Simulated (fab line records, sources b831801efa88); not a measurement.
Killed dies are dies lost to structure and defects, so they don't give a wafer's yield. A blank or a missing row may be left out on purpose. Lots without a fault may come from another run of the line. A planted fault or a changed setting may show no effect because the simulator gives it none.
Tool commonality check | flow gf180mcu | 12 lots, 45 wafers sampled

WHY IT WAS OPENED
At GF_PSD_RS_MEAS_14 the reading NSD_RS is flagged on 3 of 12 lots. Wafers without a fault read 46.15 ohm/sq, standard deviation 0.1.
Rule: a lot is flagged when every wafer of it that has a number lies more than 4 standard deviations from that mean, or none has a number. The other lots count as sound.

lot  | measured     | on            | NSD_RS (ohm/sq), wafer by wafer     | flag
L456 | day 15 01:32 | film_metro-02 | 43.77 43.72 43.70 43.79 43.77 43.70 | FLAGGED
L457 | day 15 09:07 | film_metro-02 | 43.64 43.61 43.64 43.62 43.66 43.70 | FLAGGED
L458 | day 15 16:14 | film_metro-02 | 46.08 46.13 46.16                   |
L460 | day 16 14:41 | film_metro-02 | 43.66 43.66 43.68 43.72 43.71 43.67 | FLAGGED
L461 | day 17 04:38 | film_metro-03 | 46.15 46.21 46.12                   |
L468 | day 19 12:13 | film_metro-04 | 46.21 46.23 46.17                   |
L470 | day 19 21:05 | film_metro-03 | 46.09 46.15 46.01                   |
L471 | day 20 10:25 | film_metro-03 | 46.13 46.15 46.23                   |
L472 | day 20 12:25 | film_metro-04 | 46.20 46.21 46.23                   |
L473 | day 21 01:04 | film_metro-02 | 46.31 46.34 46.38                   |
L476 | day 22 03:38 | film_metro-04 | 46.18 46.18 46.18                   |
L477 | day 22 10:59 | film_metro-04 | 46.23 46.34 46.31                   |
The numbers of the flagged lots are 43.69 ohm/sq on average: -2.46 ohm/sq against the usual, or -25 standard deviations.

WHICH TOOL RAN EACH LOT
The record holds 1 process step before the reading, out of a route of 602 steps. In each cell: the tool, then ch and the chambers that the sampled wafers went through, then the start.
lot  | flag    | GF_PSD_RTA_13
L456 | FLAGGED | rtp_anneal-02 ch 0, day 15 01:28
L457 | FLAGGED | rtp_anneal-02 ch 0, day 15 09:02
L458 |         | rtp_anneal-01 ch 0, day 15 16:08
L460 | FLAGGED | rtp_anneal-02 ch 0, day 16 14:37
L461 |         | rtp_anneal-01 ch 0, day 17 04:32
L468 |         | rtp_anneal-02 ch 0, day 19 12:08
L470 |         | rtp_anneal-02 ch 0, day 19 21:00
L471 |         | rtp_anneal-01 ch 0, day 20 10:20
L472 |         | rtp_anneal-02 ch 0, day 20 12:16
L473 |         | rtp_anneal-02 ch 0, day 21 00:59
L476 |         | rtp_anneal-02 ch 0, day 22 03:32
L477 |         | rtp_anneal-02 ch 0, day 22 10:55
What these steps do:
- GF_PSD_RTA_13: time 20 s.
- GF_PSD_RS_MEAS_14: measures by four-point-probe.

FLAGGED OVER TOTAL, TOOL BY TOOL (the gauges that took the reading come last)
step              | tool          | lots run | flagged | share of the flagged lots | sound lots run after its first flagged lot
GF_PSD_RTA_13     | rtp_anneal-01 | 3        | 0       | none                      | -
GF_PSD_RTA_13     | rtp_anneal-02 | 9        | 3       | all                       | 6 (L468,L470,L472,L473,L476,L477)
GF_PSD_RS_MEAS_14 | film_metro-02 | 5        | 3       | all                       | 2 (L458,L473)
GF_PSD_RS_MEAS_14 | film_metro-03 | 3        | 0       | none                      | -
GF_PSD_RS_MEAS_14 | film_metro-04 | 4        | 0       | none                      | -

WHAT THE TABLE ALLOWS
2 rows of the table ran every flagged lot: rtp_anneal-02 at GF_PSD_RTA_13, film_metro-02 at GF_PSD_RS_MEAS_14.
- rtp_anneal-02 at GF_PSD_RTA_13: 3 of its 9 lots flagged. Sound lots ran on it after the first flagged one (L468, L470, L472, L473, L476, L477), which a lasting fault on the whole tool wouldn't allow.
- film_metro-02 at GF_PSD_RS_MEAS_14: 3 of its 5 lots flagged. Sound lots ran on it after the first flagged one (L458, L473), which a lasting fault on the whole tool wouldn't allow.
No row of the table ran every flagged lot and no sound lot after the first.

WHAT THE SIMULATOR HAD PUT IN
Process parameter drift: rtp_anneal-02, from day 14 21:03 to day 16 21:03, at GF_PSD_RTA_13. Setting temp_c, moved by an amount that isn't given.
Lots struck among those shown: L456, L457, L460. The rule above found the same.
